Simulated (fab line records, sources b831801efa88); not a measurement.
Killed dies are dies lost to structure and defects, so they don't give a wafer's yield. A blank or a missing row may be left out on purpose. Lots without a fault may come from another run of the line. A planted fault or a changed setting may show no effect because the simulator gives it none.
fab line records | flow sky130
record lots=6 wafers=18 last_day=48
route steps=708 shown POLY_GATE@222 PAD_OPEN@708
lots that met no fault: from a run of the same line without faults
start_h: hours from the record's first day to the start of the lot's first wafer shown | wait_h: hours since the lot's step before | " the same as in the row above | L1.1+2: a row that stands for several wafers | - no value, or no start given | * or withheld: withheld | < > ~ a bound
route shown NAME@n: a module of which the file shows steps, and the number in the route of the first | usual: mean/standard deviation of fault-free wafers | same: alike in all rows | chamber/n: place in a boat | sites: the reading at each site | _std_site: their standard deviation | _edge_site: outer sites' mean less inner sites' | radius_mm: how far each site lies from the wafer's centre | mask NAME#n: copy n | behind: the tool/chamber that last shaped the wafer | hold: why the lot was held/for how many hours/how that ended | device: the transistor (n, p or np) that didn't switch | end of line: the same wafers' tests at the end of the route | a step without rows: its recipe alone | killed: dies lost to structure and defects at the first sort, not the wafer's yield | map: a wafer's dies, x killed, . not, _ none there
set.NAME: the setting as run; set.NAME@STEP: as run at that earlier step | model.NAME: the simulator's own value behind a step, which no gauge read
lots at some steps of the route; a table a step, a row a wafer
services: from which hour (start_h, from the record's first day; less than 0 if before it) a tool's chamber was out of use, for how many hours, and why
## steps
# step SKY_POLY_GATE_COAT_08
# recipe resist=KrF-thick spin_rpm=3000 resist_thk_nm=450
# step SKY_POLY_GATE_SOFTBAKE_09
# recipe temp_c=100 time_s=90 resist=KrF-thick
# step SKY_POLY_GATE_EXPOSE_10
# recipe mask_id=P1M na=0.68 source_shape=conventional sigma_outer=0.6 target_cd_nm=150 dose_mj=28
# step SKY_POLY_GATE_PEB_11
# recipe peb_temp_c=withheld peb_time_s=withheld resist=KrF-thick
# step SKY_POLY_GATE_DEVELOP_12
# recipe develop_time_s=60 resist=KrF-thick dev_temp_c=21
# step SKY_POLY_GATE_CD_MEAS_13
# recipe target_cd_nm=150
# usual cd_nm=150.1/1.3
# columns lot.wafer tool chamber start_h wait_h cd_nm
L968.3 cd_sem-02 - 413.75 - 151.3
L968.4 " - " " 152.5
L968.5 " - " " 150.7
L970.2 cd_sem-02 - 459.63 - 150.2
L970.3 " - " " 151.4
L970.5 " - " " 151.1
L973.2 cd_sem-02 - 466.23 - 149.3
L973.3 " - " " 149.9
L973.5 " - " " 150.2
L974.1 cd_sem-02 - 480.26 - 149.2
L974.4 " - " " 149.0
L974.5 " - " " 148.8
L975.1 cd_sem-02 - 485.51 - 151.2
L975.2 " - " " 151.1
L975.5 " - " " 150.9
L976.1 cd_sem-01 - 492.21 - 150.8
L976.4 " - " " 150.4
L976.5 " - " " 150.1
# step SKY_POLY_GATE_OVL_MEAS_14
# usual POLY_GATE_OVL=-2/5.6
# columns lot.wafer tool chamber start_h wait_h POLY_GATE_OVL[nm]
L968.3 overlay-01 - 413.84 0.1 2
L968.4 " - " " 4
L968.5 " - " " 0
L970.2 overlay-01 - 459.74 0.1 -7
L970.3 " - " " 0
L970.5 " - " " 0
L973.2 overlay-02 - 466.34 0.1 -12
L973.3 " - " " -2
L973.5 " - " " -8
L974.1 overlay-01 - 480.38 0.1 -9
L974.4 " - " " -8
L974.5 " - " " -2
L975.1 overlay-02 - 485.63 0.1 -2
L975.2 " - " " -1
L975.5 " - " " -2
L976.1 overlay-01 - 492.33 0.1 -8
L976.4 " - " " -5
L976.5 " - " " -11
# step SKY_POLY_GATE_ETCH_15
# recipe chemistry=N2/H2 target=BARC ion_energy_ev=200 source_w=500 bias_w=100 pressure_mtorr=30 n2_flow_sccm=100 h2_flow_sccm=200 stop_on=SiO2 time_s=118.5 target_depth_a=1100
# usual drypump_motor_current_A=5.7/0.4 oes_product_au=0.716/0.0048 throttle_valve_pct=13.213/0.0099
# columns lot.wafer tool chamber start_h wait_h drypump_motor_current_A oes_product_au rf_hours_counter_h throttle_valve_pct
L968.3 rie_diel-03 0 413.87 0.0 5.1 0.713 53 13.201
L968.4 " 1 " " 6.2 0.715 5 13.210
L968.5 " 2 " " 5.7 0.713 - 13.213
L970.2 rie_diel-02 0 459.77 0.0 5.2 0.726 13 13.219
L970.3 " 3 " " 5.7 0.710 65 13.200
L970.5 " 0 " " 5.2 0.716 - 13.224
L973.2 rie_diel-02 3 466.37 0.0 5.7 0.717 65 13.214
L973.3 " 2 " " 6.4 0.716 7 13.211
L973.5 " 2 " " 6.5 0.715 - 13.206
L974.1 rie_diel-03 3 480.42 0.0 5.6 0.715 11 13.223
L974.4 " 2 " " 5.7 0.718 2 13.195
L974.5 " 1 " " 6.3 0.724 - 13.217
L975.1 rie_diel-03 1 485.67 0.0 6.3 0.712 6 13.208
L975.2 " 2 " " 5.7 0.713 2 13.207
L975.5 " 2 " " 5.7 0.708 - 13.214
L976.1 rie_diel-03 1 492.37 0.0 6.2 0.721 6 13.218
L976.4 " 0 " " 5.1 0.710 54 13.225
L976.5 " 2 " " 5.7 0.715 - 13.206
# step SKY_POLY_GATE_ETCH_16
# recipe stop_on=poly-Si chemistry=CH3F/O2 target=Si3N4 source_w=400 bias_w=80 pressure_mtorr=25 ch3f_flow_sccm=40 O2_flow_sccm=30 time_s=147.5 target_depth_a=750
# usual drypump_motor_current_A=5.7/0.4 oes_product_au=0.641/0.0054 throttle_valve_pct=10.535/0.0095
# columns lot.wafer tool chamber start_h wait_h drypump_motor_current_A oes_product_au rf_hours_counter_h throttle_valve_pct
L968.3 rie_diel-03 0 413.95 0.0 5.2 0.638 53 10.552
L968.4 " 1 " " 6.2 0.647 5 10.541
L968.5 " 2 " " 5.7 0.636 - 10.536
L970.2 rie_diel-02 0 459.85 0.0 5.2 0.634 13 10.529
L970.3 " 3 " " 5.7 0.648 65 10.537
L970.5 " 0 " " 5.2 0.643 - 10.525
L973.2 rie_diel-02 3 466.45 0.0 5.7 0.649 65 10.539
L973.3 " 2 " " 6.4 0.647 7 10.530
L973.5 " 2 " " 6.5 0.640 - 10.528
L974.1 rie_diel-03 3 480.50 0.0 5.6 0.648 11 10.536
L974.4 " 2 " " 5.7 0.646 2 10.531
L974.5 " 1 " " 6.2 0.642 - 10.523
L975.1 rie_diel-03 1 485.75 0.0 6.2 0.652 6 10.528
L975.2 " 2 " " 5.7 0.645 2 10.545
L975.5 " 2 " " 5.7 0.644 - 10.533
L976.1 rie_diel-03 1 492.45 0.0 6.3 0.650 6 10.538
L976.4 " 0 " " 5.1 0.639 54 10.527
L976.5 " 2 " " 5.7 0.642 - 10.520
# step SKY_POLY_GATE_ETCH_17
# recipe target_depth_nm=180 stop_on=SiO2 over_etch_frac=0.56667 chemistry=HBr/Cl2 target=poly-Si icp_w=400 bias_w=100 pressure_mtorr=10 HBr_flow_sccm=150 Cl2_flow_sccm=50 time_s=70.5
# usual HBr_flow_sccm=150.0/0.41 drypump_motor_current_A=5.6/0.57 oes_product_au=0.988/0.0078 throttle_valve_pct=33.683/0.0083
# columns lot.wafer tool chamber start_h wait_h HBr_flow_sccm drypump_motor_current_A oes_product_au rf_hours_counter_h throttle_valve_pct
L968.3 rie_si-02 2 414.05 0.0 149.4 6.0 0.975 6 33.686
L968.4 " 1 " " 149.8 5.9 0.985 67 33.689
L968.5 " 2 " " 150.0 6.0 0.974 - 33.669
L970.2 rie_si-02 2 459.95 0.0 149.3 5.9 0.981 6 33.675
L970.3 " 0 " " 149.5 5.0 0.980 6 33.692
L970.5 " 2 " " 150.1 5.9 0.975 - 33.669
L973.2 rie_si-01 0 466.55 0.0 149.5 4.8 0.992 51 33.669
L973.3 " 3 " " 149.9 6.6 0.991 1 33.683
L973.5 " 1 " " 149.7 5.9 0.993 - 33.692
L974.1 rie_si-02 3 480.60 0.0 149.9 6.1 1.005 3 33.697
L974.4 " 2 " " 149.7 6.0 1.004 6 33.691
L974.5 " 2 " " 149.5 6.0 0.995 - 33.696
L975.1 rie_si-01 1 485.85 0.0 150.7 6.0 0.995 13 33.692
L975.2 " 0 " " 149.3 4.8 0.993 51 33.692
L975.5 " 1 " " 151.1 5.9 0.993 - 33.684
L976.1 rie_si-02 0 492.55 0.0 150.0 5.0 0.980 6 33.677
L976.4 " 1 " " 150.4 5.9 0.993 0 33.684
L976.5 " 2 " " 149.3 5.9 0.979 - 33.690
# step SKY_POLY_GATE_STRIP_18
# recipe chemistry=O2/N2 power_w=1400 pressure_mtorr=1500 platen_temp_c=withheld o2_flow_sccm=3000 n2_flow_sccm=300 overash_fraction=0.5
# usual drypump_motor_current_A=5.3/0.42 oes_product_au=0.361/0.005 strip_time_to_endpoint_s=3.167/0.027
# columns lot.wafer tool chamber start_h wait_h drypump_motor_current_A oes_product_au rf_hours_counter_h strip_time_to_endpoint_s
L968.3 plasma_asher-01 0 414.14 0.1 5.4 0.365 - 3.217
L968.4 " 1 " " 6.0 0.362 - 3.147
L968.5 " 0 " " 5.4 0.368 - 3.223
L970.2 plasma_asher-02 0 460.00 0.0 5.4 0.362 2 3.161
L970.3 " 1 " " 5.7 0.369 - 3.160
L970.5 " 1 " " 5.7 0.354 - 3.182
L973.2 plasma_asher-02 0 466.60 0.0 5.4 0.353 3 3.124
L973.3 " 0 " " 5.4 0.362 - 3.233
L973.5 " 0 " " 5.4 0.365 - 3.177
L974.1 plasma_asher-01 1 480.65 0.0 6.0 0.359 76 3.132
L974.4 " 0 " " 5.4 0.365 - 3.148
L974.5 " 0 " " 5.4 0.361 - 3.195
L975.1 plasma_asher-04 0 485.90 0.0 5.2 0.361 37 3.187
L975.2 " 1 " " 4.7 0.359 37 3.145
L975.5 " 0 " " 5.2 0.359 - 3.141
L976.1 plasma_asher-01 0 492.60 0.0 5.4 0.357 77 3.203
L976.4 " 1 " " 6.0 0.364 - 3.170
L976.5 " 1 " " 6.0 0.360 - 3.190
# step SKY_POLY_GATE_CLEAN_19
# recipe chemistry=SC1/SC2 mix=1:4:20 temp_c=70 time_s=150 dry=n2_spin
# step SKY_POLY_GATE_OXIDATION_20
# recipe temp_c=850 ambient=O2 stabilise_s=600 purge_s=300 target_thk_a=40 ox_time_s=899
# usual spike_tc_bottom_C=872.9/1.3 spike_tc_upper_C=850.3/1.9 zone_power_bottom_pct=23.5/1.5 zone_power_upper_pct=16.5/1.1
# columns lot.wafer tool chamber start_h wait_h spike_tc_bottom_C spike_tc_upper_C zone_power_bottom_pct zone_power_upper_pct
L968.3 furnace-02 0 416.08 1.8 870.9 851.5 21.8 17.5
L968.4 " 0 " " 874.0 852.2 22.2 18.2
L968.5 " 0 " " 874.7 852.8 22.0 17.3
L970.2 furnace-01 0 460.15 0.0 874.0 848.1 25.0 15.3
L970.3 " 0 " " 873.9 848.7 24.7 15.2
L970.5 " 0 " " 874.7 849.7 25.0 15.4
L973.2 furnace-01 0 467.19 0.4 873.0 848.6 24.8 15.2
L973.3 " 0 " " 872.6 848.7 24.9 15.4
L973.5 " 0 " " 874.6 848.3 25.0 15.7
L974.1 furnace-01 0 480.80 0.0 874.1 849.7 24.9 15.5
L974.4 " 0 " " 872.2 849.1 24.8 15.5
L974.5 " 0 " " 872.5 848.7 24.8 15.5
L974.1 furnace-01 0 482.22 0.2 872.3 848.5 25.3 15.5
L974.4 " 0 " " 874.9 848.8 25.2 15.3
L974.5 " 0 " " 874.5 847.9 24.8 15.4
L975.1 furnace-02 0 486.05 0.0 871.6 853.2 22.0 17.2
L975.2 " 0 " " 872.0 853.7 22.1 17.5
L975.5 " 0 " " 873.1 853.0 22.2 17.6
L976.1 furnace-01 0 492.75 0.0 875.7 848.0 25.1 15.2
L976.4 " 0 " " 873.5 849.6 24.5 15.5
L976.5 " 0 " " 874.8 847.8 25.0 15.4
L976.1 furnace-01 0 494.17 0.2 874.4 847.3 24.8 15.7
L976.4 " 0 " " 875.4 848.6 25.1 15.2
L976.5 " 0 " " 874.0 848.3 24.7 15.4
# step SKY_POLY_GATE_THK_MEAS_21
# recipe reads=SiO2_of_POLY_GATE_OXIDATION_20
# usual POLY_GATE_OXIDATION_THK=4.03/0.061
# columns lot.wafer tool chamber start_h wait_h POLY_GATE_OXIDATION_THK[nm]
L968.3 film_metro-02 - 417.35 0.0 3.89
L968.4 " - " " 4.13
L968.5 " - " " 4.02
L970.2 film_metro-03 - 461.41 0.0 4.07
L970.3 " - " " 4.01
L970.5 " - " " 4.00
L973.2 film_metro-02 - 468.45 0.0 3.95
L973.3 " - " " 3.94
L973.5 " - " " 3.97
L974.1 film_metro-03 - 483.58 0.1 6.54
L974.4 " - " " 6.45
L974.5 " - " " 6.43
L975.1 film_metro-02 - 487.30 0.0 4.10
L975.2 " - " " 3.99
L975.5 " - " " 4.06
L976.1 film_metro-01 - 495.42 0.0 6.77
L976.4 " - " " 6.64
L976.5 " - " " 6.74
# step SKY_POLY_GATE_CD_MEAS_22
# usual cd_nm=150.1/2.3
# columns lot.wafer tool chamber start_h wait_h cd_nm
L968.3 cd_sem-01 - 417.44 0.1 154.2
L968.4 " - " " 150.6
L968.5 " - " " 149.3
L970.2 cd_sem-01 - 461.49 0.1 150.8
L970.3 " - " " 152.4
L970.5 " - " " 152.4
L973.2 cd_sem-01 - 468.53 0.1 150.9
L973.3 " - " " 148.9
L973.5 " - " " 149.6
L974.1 cd_sem-02 - 483.64 0.1 148.7
L974.4 " - " " 146.3
L974.5 " - " " 148.8
L975.1 cd_sem-01 - 487.36 0.1 150.5
L975.2 " - " " 148.8
L975.5 " - " " 149.7
L976.1 cd_sem-01 - 495.48 0.1 150.7
L976.4 " - " " 153.2
L976.5 " - " " 148.6
# step SKY_PAD_OPEN_PROBE_99
# usual killed_at_M0_to_M3=42/6.6 killed_at_M4_up=3.0/1.8 killed_at_contacts=25/5.1 killed_at_front_end=15/4.4 killed_at_other=0.3/0.56 killed_dies=86/8.6 killed_open=47/6.9 killed_short=38/6
# same gross_dies=492 killed_at_back_side=0
# columns lot.wafer tool chamber start_h wait_h killed_at_M0_to_M3 killed_at_M4_up killed_at_contacts killed_at_front_end killed_at_other killed_dies killed_open killed_short model.etest.tip_sonos.rs_ohm_sq model.etest.tip_p.rs_ohm_sq model.etest.pfet_01v8.r_on_ohm_um model.etest.res_pdiff.line_ohm_um model.etest.tip_n.rs_ohm_sq model.etest.nfet_01v8.r_on_ohm_um model.etest.res_ndiff.line_ohm_um model.etest.sonos_uncharged.r_on_ohm_um
L968.3 prober-01 - 1107.28 0.2 51 6 17 23 0 97 56 41 2578 6938 3033 1370 439 856.8 764.4 838.8
L968.4 prober-01 - 1107.33 0.2 45 4 20 22 0 91 54 37 2567 6962 2970 1341 441.6 845.6 751.2 807.8
L968.5 prober-01 - 1107.38 0.2 42 0 24 15 0 81 49 32 2608 6916 2856 1366 440.7 812.8 763.1 811.7
L970.2 prober-01 - 1131.98 0.1 37 4 25 16 0 82 46 36 2680 6706 2889 1387 444.9 852.2 779.9 809.1
L970.3 prober-01 - 1132.03 0.2 39 1 20 15 1 76 48 28 2673 6716 2943 1364 447.3 867.4 751.2 812
L970.5 prober-01 - 1132.13 0.2 41 2 17 15 0 75 47 28 2676 6712 2850 1368 442.1 839.9 761 825.4
L973.2 prober-02 - 1143.58 0.1 30 2 31 21 0 84 45 39 2528 6730 2836 1382 438.4 818.5 783.6 823.9
L973.3 prober-02 - 1143.63 0.2 45 4 25 11 0 85 47 37 2566 6852 2850 1386 440.9 837.8 777 825.5
L973.5 prober-02 - 1143.73 0.2 46 1 30 11 0 88 49 39 2550 6816 2833 1377 435.9 827.6 765.6 813.3
L974.1 prober-01 - 1151.68 0.1 53 1 29 9 0 92 56 36 3153 7307 3045 1457 485.5 842.7 786.2 822.5
L974.4 prober-01 - 1151.83 0.2 37 2 29 12 0 80 40 40 3110 7305 2994 1461 482.6 854.1 782.2 815
L974.5 prober-01 - 1151.88 0.2 43 1 28 18 1 91 58 33 3077 7366 3104 1478 483.6 868.4 793.1 826
L975.1 prober-02 - 1152.63 0.1 36 3 23 11 1 74 39 35 2664 6860 2969 1362 437.2 845 740.4 813.6
L975.2 prober-02 - 1152.68 0.1 55 4 23 15 1 98 45 53 2673 6863 2855 1392 436.3 814.5 778.9 816.8
L975.5 prober-02 - 1152.83 0.2 41 4 22 20 0 87 47 40 2608 6838 2892 1391 436.2 836.1 753.4 806.1
L976.1 prober-01 - 1154.08 0.1 47 6 17 20 0 90 46 43 2981 7350 3031 1409 493.4 866.5 774 819
L976.4 prober-01 - 1154.23 0.2 47 4 20 15 0 86 49 36 2939 7263 3107 1470 492.7 888.7 792.6 828.3
L976.5 prober-01 - 1154.28 0.2 58 5 14 12 2 91 45 43 2972 7366 3019 1438 493.7 867.1 798.2 817.4
# killed by level:class
L968.3 VIA1:geometric_particle:open=10 VIA2:geometric_particle:open=9 VIA3:geometric_particle:open=9 CONTACT:geometric_particle:open=6 METAL2:geometric_particle:short=6 METAL4:geometric_particle:short=5 FIELD_ISO:geometric_particle:open=4 POLY_GATE:geometric_particle:open=4
L968.4 VIA1:geometric_particle:open=17 VIA1:geometric_particle:short=8 CONTACT:geometric_particle:open=6 FIELD_ISO:geometric_particle:open=5 VIA3:geometric_particle:open=5 LI_CONTACT:geometric_particle:open=5 POLY_GATE:geometric_particle:open=4 METAL1:geometric_particle:open=4
L968.5 LI_CONTACT:geometric_particle:open=11 VIA1:geometric_particle:open=10 CONTACT:geometric_particle:open=8 METAL2:geometric_particle:short=8 VIA2:geometric_particle:open=6 METAL1:geometric_particle:short=6 VIA1:geometric_particle:short=5 FIELD_ISO:geometric_particle:open=4
L970.2 VIA1:geometric_particle:open=10 LI_CONTACT:geometric_particle:open=7 VIA3:geometric_particle:open=7 FIELD_ISO:geometric_particle:short=6 CONTACT:geometric_particle:open=6 FIELD_ISO:geometric_particle:open=5 METAL2:geometric_particle:short=5 CONTACT:geometric_particle:short=4
L970.3 VIA1:geometric_particle:open=12 CONTACT:geometric_particle:open=9 VIA2:geometric_particle:open=6 VIA3:geometric_particle:open=6 CONTACT:geometric_particle:short=5 METAL1:geometric_particle:short=5 VIA2:geometric_particle:short=4 FIELD_ISO:geometric_particle:open=3
L970.5 VIA1:geometric_particle:open=10 VIA3:geometric_particle:open=7 CONTACT:geometric_particle:open=7 LI_CONTACT:geometric_particle:open=5 METAL1:geometric_particle:short=5 METAL2:geometric_particle:short=5 FIELD_ISO:geometric_particle:short=4 FIELD_ISO:geometric_particle:open=4
L973.2 VIA1:geometric_particle:open=10 CONTACT:geometric_particle:open=8 FIELD_ISO:geometric_particle:short=7 CONTACT:geometric_particle:short=7 POLY_GATE:geometric_particle:open=6 POLY_GATE:geometric_particle:short=5 LI_CONTACT:geometric_particle:short=5 LOCAL_INTERCONNECT:geometric_particle:short=5
L973.3 VIA1:geometric_particle:open=11 CONTACT:geometric_particle:open=9 VIA2:geometric_particle:open=7 VIA3:geometric_particle:open=7 LOCAL_INTERCONNECT:geometric_particle:short=5 METAL1:geometric_particle:short=5 POLY_GATE:geometric_particle:short=4 METAL4:geometric_particle:short=4
L973.5 VIA2:geometric_particle:open=11 CONTACT:geometric_particle:open=9 LOCAL_INTERCONNECT:geometric_particle:short=9 VIA1:geometric_particle:short=8 LI_CONTACT:geometric_particle:open=7 VIA1:geometric_particle:open=7 POLY_GATE:geometric_particle:open=6 METAL2:geometric_particle:short=5
L974.1 LI_CONTACT:geometric_particle:open=15 VIA1:geometric_particle:open=14 VIA3:geometric_particle:open=10 VIA2:geometric_particle:open=6 METAL2:geometric_particle:short=6 CONTACT:geometric_particle:short=5 LOCAL_INTERCONNECT:geometric_particle:short=4 CONTACT:geometric_particle:open=4
L974.4 CONTACT:geometric_particle:open=9 METAL2:geometric_particle:short=7 VIA3:geometric_particle:open=6 LOCAL_INTERCONNECT:geometric_particle:short=6 VIA1:geometric_particle:open=6 LI_CONTACT:geometric_particle:open=5 VIA1:geometric_particle:short=5 VIA2:geometric_particle:open=5
L974.5 CONTACT:geometric_particle:open=17 VIA1:geometric_particle:open=12 VIA3:geometric_particle:open=8 FIELD_ISO:geometric_particle:open=6 VIA2:geometric_particle:short=5 LI_CONTACT:geometric_particle:open=4 VIA1:geometric_particle:short=4 METAL1:geometric_particle:short=4
L975.1 CONTACT:geometric_particle:open=11 CONTACT:geometric_particle:short=7 VIA1:geometric_particle:open=7 VIA2:geometric_particle:short=6 METAL3:geometric_particle:short=6 VIA3:geometric_particle:open=5 FIELD_ISO:geometric_particle:open=3 METAL1:geometric_particle:short=3
L975.2 METAL1:geometric_particle:short=13 VIA3:geometric_particle:open=9 LI_CONTACT:geometric_particle:open=7 CONTACT:geometric_particle:open=7 VIA1:geometric_particle:open=6 METAL2:geometric_particle:short=6 VIA2:geometric_particle:open=6 POLY_GATE:geometric_particle:short=5
L975.5 VIA2:geometric_particle:open=11 VIA1:geometric_particle:open=10 CONTACT:geometric_particle:open=9 POLY_GATE:geometric_particle:open=6 CONTACT:geometric_particle:short=6 POLY_GATE:geometric_particle:short=5 METAL2:geometric_particle:short=5 FIELD_ISO:geometric_particle:short=4
L976.1 VIA1:geometric_particle:open=8 CONTACT:geometric_particle:open=7 VIA2:geometric_particle:open=7 FIELD_ISO:geometric_particle:open=6 LI_CONTACT:geometric_particle:open=6 VIA1:geometric_particle:short=5 METAL1:geometric_particle:short=5 METAL2:geometric_particle:short=5
L976.4 VIA1:geometric_particle:open=12 CONTACT:geometric_particle:open=9 METAL1:geometric_particle:short=9 VIA1:geometric_particle:short=7 VIA3:geometric_particle:open=7 LI_CONTACT:geometric_particle:open=6 POLY_GATE:geometric_particle:short=5 VIA2:geometric_particle:open=4
L976.5 VIA1:geometric_particle:open=11 CONTACT:geometric_particle:open=7 METAL2:geometric_particle:short=7 VIA1:geometric_particle:short=7 METAL3:geometric_particle:short=7 VIA3:geometric_particle:open=6 VIA2:geometric_particle:open=6 POLY_GATE:geometric_particle:open=5
## services
# columns tool chamber start_h hours kind
rie_si-02 1 390.54 12.4 repair
rie_si-02 0 395.64 4.0 repair
rie_si-01 0 412.38 12.6 repair
rie_si-01 2 412.48 3.3 repair
rie_diel-02 - 416.76 1.4 repair
plasma_asher-04 - 417.88 3.2 repair
plasma_asher-02 - 421.25 9.0 pm
plasma_asher-02 0 421.25 9.0 vent_cycle
plasma_asher-02 1 421.25 9.0 vent_cycle
furnace-01 - 422.08 2.4 pm
rie_si-02 1 422.69 2.1 repair
rie_diel-03 - 427.63 14.6 pm
plasma_asher-02 0 430.25 - clean
plasma_asher-02 1 430.25 - clean
rie_diel-02 3 442.73 7.6 repair
rie_si-02 1 443.87 - clean
rie_si-02 1 443.87 21.2 scheduled_down
rie_si-02 1 443.87 21.2 vent_cycle
rie_diel-02 0 447.35 4.8 repair
plasma_asher-02 - 450.72 2.8 pm
furnace-02 - 467.83 5.6 pm
rie_diel-02 1 470.20 5.2 repair
rie_si-02 - 481.12 0.8 repair
## key
first_sign step=SKY_POLY_GATE_OXIDATION_20 reading=visit direction=added
effect step=SKY_POLY_GATE_THK_MEAS_21 reading=POLY_GATE_OXIDATION_THK direction=up sigmas=42 usual=4.03 struck=6.60
model_effect step=SKY_PAD_OPEN_PROBE_99 value=etest.tip_sonos.rs_ohm_sq without=2577 struck=3039
met_at SKY_POLY_GATE_OXIDATION_20
struck_wafers L974.1,L974.4,L974.5,L976.1,L976.4,L976.5
tester_left_out L974,L976
fault kind=repeated_step_whole tool=furnace-01,furnace-02 chamber=- onset_h=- steps=SKY_POLY_GATE_OXIDATION_20 times=1 scope=struck_lots_only
# tester_left_out: of these lots the tester's yield and bins aren't shown, on N5 and GAA mostly nor the transistor test; their killed dies are dies lost to structure and defects alone, not to doping, threshold or leakage, so they don't give the yield
